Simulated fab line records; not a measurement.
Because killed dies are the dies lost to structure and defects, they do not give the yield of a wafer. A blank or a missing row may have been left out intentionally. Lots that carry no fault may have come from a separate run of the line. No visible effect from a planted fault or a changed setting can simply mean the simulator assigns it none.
A single fault, viewed from 2 desks    flow gf180mcu    each desk holds nothing but its own numbers, with what lay behind them at the end

## FROM THE METROLOGY DESK
What the gauges read for every lot (on any tool): the sampled wafers with a number, averaged. Any lot whose mean is over 4 standard deviations away from the usual mean is out of limits and marked OUT; that distance is given in the brackets.
Columns: A = MVSD_TW at GF_MVSD_TW_MEAS_11, usual 1584; B = VT_IMPLANT_3_TW at GF_VT_IMPLANT_TW_MEAS_32, usual 270.7
lot   first seen here  A     B
L597  day 4 12:35      1578  270.4
L598  day 4 19:08      1578  269.9
L600  day 5 06:57      1598  269.6
L601  day 5 13:10      1596  271.3
L602  day 5 15:58      1599  271.2
L604  day 6 02:17      1597  271.3
L606  day 6 12:23      1573  270.8
L608  day 7 04:59      1578  270.6
L612  day 8 10:44      1590  271.0
L613  day 8 13:46      1598  269.1
L617  day 9 07:50      1586  269.4
L618  day 9 12:06      1593  270.5
L619  day 9 22:53      1591  270.9
L620  day 10 02:53     1572  272.2
Finding of this desk: none of the 14 lots has anything out of limits.

## THE TOOL OWNER'S DESK: wet_bench-01
The tool's own readings at GF_STI_WET_ETCH_28 (etches SiO2 in dHF, target depth 20 nm, time 40 s): means of the sampled wafers that have a number, for each lot that ran on this tool. Any lot whose mean is over 4 standard deviations away from the usual mean is out of limits and marked OUT; that distance is given in the brackets.
Columns: A = bath_heat_duty_pct at GF_STI_WET_ETCH_28, usual 6.1 %; B = run_length_s at GF_STI_WET_ETCH_28, usual 67.0 s
lot   first seen here  A    B
L604  day 3 16:59      5.4  66.2
L608  day 4 14:53      6.7  67.1
Finding of this desk: none of the 2 lots has anything out of limits.

## BROUGHT TOGETHER
From the metrology desk's view, nothing was out of limits.
The desk of the tool owner found nothing out of limits.

## WHAT HAD BEEN PUT IN BY THE SIMULATOR
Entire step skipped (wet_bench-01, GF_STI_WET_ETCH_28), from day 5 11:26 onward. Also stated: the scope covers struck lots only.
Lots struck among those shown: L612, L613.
